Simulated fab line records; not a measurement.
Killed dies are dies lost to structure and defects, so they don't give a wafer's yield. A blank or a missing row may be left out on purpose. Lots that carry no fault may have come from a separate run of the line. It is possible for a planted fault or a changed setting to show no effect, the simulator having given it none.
The tool behind it: which one? | flow sky130 | 13 lots with 39 wafers sampled at 3 steps, on a route of 708 steps

## WHAT EACH GAUGE READ, for each wafer
SKY_METAL2_RS_MEAS_05: a four-point-probe measurement.
lot  | measured     | on            | METAL2_ALCU_RS (ohm/sq)
L374 | day 34 04:27 | film-metro-03 | 0.1280 0.1255 0.1261
L375 | day 34 12:08 | film-metro-04 | 0.1250 0.1271 0.1250
L376 | day 34 22:30 | film-metro-03 | 0.1250 0.1260 0.1248
L377 | day 35 06:48 | film-metro-03 | 0.1252 0.1286 0.1284
L378 | day 35 17:40 | film-metro-01 | 0.1310 0.1287 0.1282
L379 | day 35 22:16 | film-metro-01 | 0.1252 0.1250 0.1266
L380 | day 36 08:49 | film-metro-03 | 0.1240 0.1245 0.1243
L383 | day 37 02:37 | film-metro-01 | 0.1253 0.1263 0.1256
L386 | day 38 04:33 | film-metro-03 | 0.1318 0.1266 0.1262
L392 | day 39 20:24 | film-metro-04 | 0.1278 0.1270 0.1277
L393 | day 40 01:33 | film-metro-01 | 0.1275 0.1253 0.1272
L395 | day 40 15:56 | film-metro-03 | 0.1274 0.1270 0.1270
L396 | day 42 01:44 | film-metro-01 | 0.1247 0.1249 0.1244

SKY_METAL2_THK_MEAS_06: measures by xrf.
lot  | measured     | on            | METAL2_ALCU_THK (nm)
L374 | day 34 04:34 | film-metro-03 | 249 253 251
L375 | day 34 12:16 | film-metro-04 | 255 250 253
L376 | day 34 22:37 | film-metro-03 | 254 251 255
L377 | day 35 06:55 | film-metro-03 | 251 246 247
L378 | day 35 17:47 | film-metro-01 | 244 249 250
L379 | day 35 22:23 | film-metro-01 | 254 255 252
L380 | day 36 08:56 | film-metro-03 | 255 252 254
L383 | day 37 02:43 | film-metro-01 | 253 250 254
L386 | day 38 04:40 | film-metro-03 | 240 248 249
L392 | day 39 20:31 | film-metro-04 | 248 251 251
L393 | day 40 01:40 | film-metro-01 | 249 250 251
L395 | day 40 16:02 | film-metro-03 | 250 250 250
L396 | day 42 01:51 | film-metro-01 | 254 255 254

## EACH LOT AND THE TOOL THAT RAN IT (in order: tool; ch and the chambers of the sampled wafers; start)
lot  | SKY_METAL2_SPUTTER_02
L374 | pvd-sputter-03, day 34 04:22
L375 | pvd-sputter-03, day 34 12:03
L376 | pvd-sputter-04, day 34 22:25
L377 | pvd-sputter-01, day 35 06:43
L378 | pvd-sputter-01, day 35 17:35
L379 | pvd-sputter-04, day 35 22:10
L380 | pvd-sputter-03, day 36 08:42
L383 | pvd-sputter-03, day 37 02:30
L386 | pvd-sputter-01, day 38 04:28
L392 | pvd-sputter-04, day 39 20:18
L393 | pvd-sputter-04, day 40 01:28
L395 | pvd-sputter-03, day 40 15:49
L396 | pvd-sputter-03, day 42 01:38
- SKY_METAL2_SPUTTER_02: material AlCu, target thk 250 nm, time 13.3 s.

## WHAT THE TOOLS THEMSELVES READ (means of the sampled wafers that have a number; where no wafer has one, the mark that the record gives instead)
SKY_METAL2_SPUTTER_02.
lot  | tool           | throttle-valve-pct (%)
L374 | pvd-sputter-03 | 30.1
L375 | pvd-sputter-03 | 30.1
L376 | pvd-sputter-04 | 29.3
L377 | pvd-sputter-01 | 31.1
L378 | pvd-sputter-01 | 30.7
L379 | pvd-sputter-04 | 29.6
L380 | pvd-sputter-03 | 29.3
L383 | pvd-sputter-03 | 29.6
L386 | pvd-sputter-01 | 30.5
L392 | pvd-sputter-04 | 29.7
L393 | pvd-sputter-04 | 30.4
L395 | pvd-sputter-03 | 30.2
L396 | pvd-sputter-03 | 29.7

## THE ANSWER, worked out from the rows above alone
Rule: usual is defined by the lots themselves. Put in order of their means at a reading, lots are off if they are a third of the lots or fewer, leave a main group of 4 or more, and stand apart from it by a gap of 3 or more times the standard deviation of the main group's means; of several such gaps the widest counts. Not used: any main group whose means are identical at the precision the tables above print for the reading. Also off: a lot with no number at a reading for which 4 or more lots have one. The other lots that the step has rows for count as sound. Order of review: gauges by route order, followed by the tools' own readings, for which a lot's mean as printed above is used. The first step at which some lot is off is used, and at that step the reading that is off furthest; a lot without a number counts as furthest.
Across all readings shown, no lot is off: no conclusion can be drawn from this.

## WHAT THE SIMULATOR HAD PUT IN
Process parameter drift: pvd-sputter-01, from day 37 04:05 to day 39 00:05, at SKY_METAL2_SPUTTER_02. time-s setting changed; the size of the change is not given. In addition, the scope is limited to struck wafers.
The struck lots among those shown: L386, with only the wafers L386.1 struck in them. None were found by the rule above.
